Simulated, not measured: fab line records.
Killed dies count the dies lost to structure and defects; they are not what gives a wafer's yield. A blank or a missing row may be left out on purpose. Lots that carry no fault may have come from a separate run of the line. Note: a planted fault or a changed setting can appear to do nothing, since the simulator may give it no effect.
8D (eight disciplines) problem report, filled in by code / flow sky130 / the parts of the form that need people (team, actions taken, sign-off) are left out

## 1. PROBLEM STATEMENT
Mean of killed_at_M4_up at SKY_PAD_OPEN_PROBE_99: 473.3 across 9 wafers in 3 lots; on wafers with no fault it is 2.9 (standard deviation 1.7). That is +99 or more standard deviations from the usual mean.
The first sign was on wafer L677.2 at day 50 11:01, on prober-01. Wafers with a number at this step in the record: 33, from 11 lots. The rule behind "out" and "out of limits": a value lying over 4 standard deviations away from the usual mean. The other wafers with a number count as sound.

## 2. WHAT IT IS, AND WHAT IT ISN'T
question=which readings at this step | is=killed_at_M4_up, defect_limited_yield, killed_at_M0_to_M3, killed_dies, killed_on_rim, killed_open, killed_short, sort_bin_3_pad_short, sort_bin_5_function, sort_n_pass, sort_yield_pct | is not=killed_at_other
question=which lots | is=L677, L678, L680 | is not=L658, L659, L663, L665, L667, L668, L669, L681
question=which wafers of those lots | is=all that have a number | is not=-
question=read on which tools | is=prober-01, prober-02 | is not=-
question=when | is=from day 50 11:01 | is not=up to then (21 sound wafers); but 3 sound wafers of L681 came after

## 3. SUSPECTS, AND WHAT RULES EACH OUT
Counting: a tool at a process step up to the reading stays a suspect if it ran every lot that is out and no sound lot after the first of them.
- plasma_asher-04 at SKY_CAP2M_STRIP_14 (strips in O2/N2): kept. Every lot that is out went through it, starting with L677 (day 46 05:15), and after that it ran no sound lot; the last sound lot it ran before then is L669 (day 43 19:43).
- cmp-01 at SKY_VIA4_CMP_02 (polishes SiO2): ruled out as a lasting fault. After its first lot that is out, L677 (day 47 03:39), sound lots L681 ran on it.
- plasma_asher-04 at SKY_VIA4_STRIP_13 (strips in O2/N2): kept. Every lot that is out went through it, starting with L677 (day 48 00:31), and after that it ran no sound lot; the last sound lot it ran before then is L668 (day 45 19:35).
Remaining after the count are plasma_asher-04 at SKY_CAP2M_STRIP_14 and plasma_asher-04 at SKY_VIA4_STRIP_13.

## 4. THE CAUSE (what the simulator had put in)
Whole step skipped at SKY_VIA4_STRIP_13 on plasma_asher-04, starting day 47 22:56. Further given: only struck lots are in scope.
Counting leaves 2 suspects; this tool is one of them.

## 5. THE EFFECT CHAIN, in route order
Each row: a reading whose mean over the struck wafers that have a number lies more than 3 standard deviations from the usual. Only readings for which the record gives a usual standard deviation are gone through. hours: the time from each lot's start at the first step in this table that gives one to its start at this step, as a median over the lots. sigmas: the change in usual standard deviations.
hours=0; step=SKY_PAD_OPEN_PROBE_99; reading=defect_limited_yield; usual=82.5 %; on struck wafers=0.4; change=-82.1; sigmas=-43
hours=0; step=SKY_PAD_OPEN_PROBE_99; reading=killed_at_M0_to_M3; usual=42; on struck wafers=8; change=-34; sigmas=-5.4
hours=0; step=SKY_PAD_OPEN_PROBE_99; reading=killed_at_M4_up; usual=2.9; on struck wafers=473.3; change=+470.4; sigmas=+99 or more
hours=0; step=SKY_PAD_OPEN_PROBE_99; reading=killed_at_contacts; usual=25; on struck wafers=5; change=-20; sigmas=-3.8
hours=0; step=SKY_PAD_OPEN_PROBE_99; reading=killed_dies; usual=86; on struck wafers=490; change=+404; sigmas=+44
hours=0; step=SKY_PAD_OPEN_PROBE_99; reading=killed_on_rim; usual=17; on struck wafers=96; change=+79; sigmas=+20
hours=0; step=SKY_PAD_OPEN_PROBE_99; reading=killed_open; usual=47; on struck wafers=10; change=-37; sigmas=-5.6
hours=0; step=SKY_PAD_OPEN_PROBE_99; reading=killed_short; usual=39; on struck wafers=8; change=-31; sigmas=-5.4
hours=0; step=SKY_PAD_OPEN_PROBE_99; reading=sort_bin_3_pad_short; usual=0.9 %; on struck wafers=23.8; change=+22.9; sigmas=+54
hours=0; step=SKY_PAD_OPEN_PROBE_99; reading=sort_bin_5_function; usual=10.4 %; on struck wafers=73.3; change=+62.9; sigmas=+42
hours=0; step=SKY_PAD_OPEN_PROBE_99; reading=sort_bin_6_memory; usual=6.3 %; on struck wafers=2.6; change=-3.7; sigmas=-3.7
hours=0; step=SKY_PAD_OPEN_PROBE_99; reading=sort_n_pass; usual=406; on struck wafers=2; change=-404; sigmas=-44
hours=0; step=SKY_PAD_OPEN_PROBE_99; reading=sort_yield_pct; usual=82.5 %; on struck wafers=0.4; change=-82.1; sigmas=-43
Here are the process steps it includes:
- SKY_PAD_OPEN_PROBE_99
Readings that are blank on the struck wafers while sound wafers have them: chamber_pressure_mTorr at SKY_VIA4_STRIP_13; drypump_motor_current_A at SKY_VIA4_STRIP_13; o2_flow_sccm at SKY_VIA4_STRIP_13; oes_product_au at SKY_VIA4_STRIP_13; strip_time_to_endpoint_s at SKY_VIA4_STRIP_13.

## 6. HOW IT WOULD HAVE BEEN CAUGHT EARLIER
The fault began at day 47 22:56; the first out-of-limits reading in this record came at day 50 11:01, 60 hours later.
At SKY_VIA4_STRIP_13 the tool's readings are blank on the struck wafers, where sound wafers have them: an empty tool record is the first sign, and it was there at once.
The start of SKY_VIA4_STRIP_13 on plasma_asher-04 came by day 50 11:01 for every one of the lots that are out (3). A hold on the tool at that time would have spared none of them.
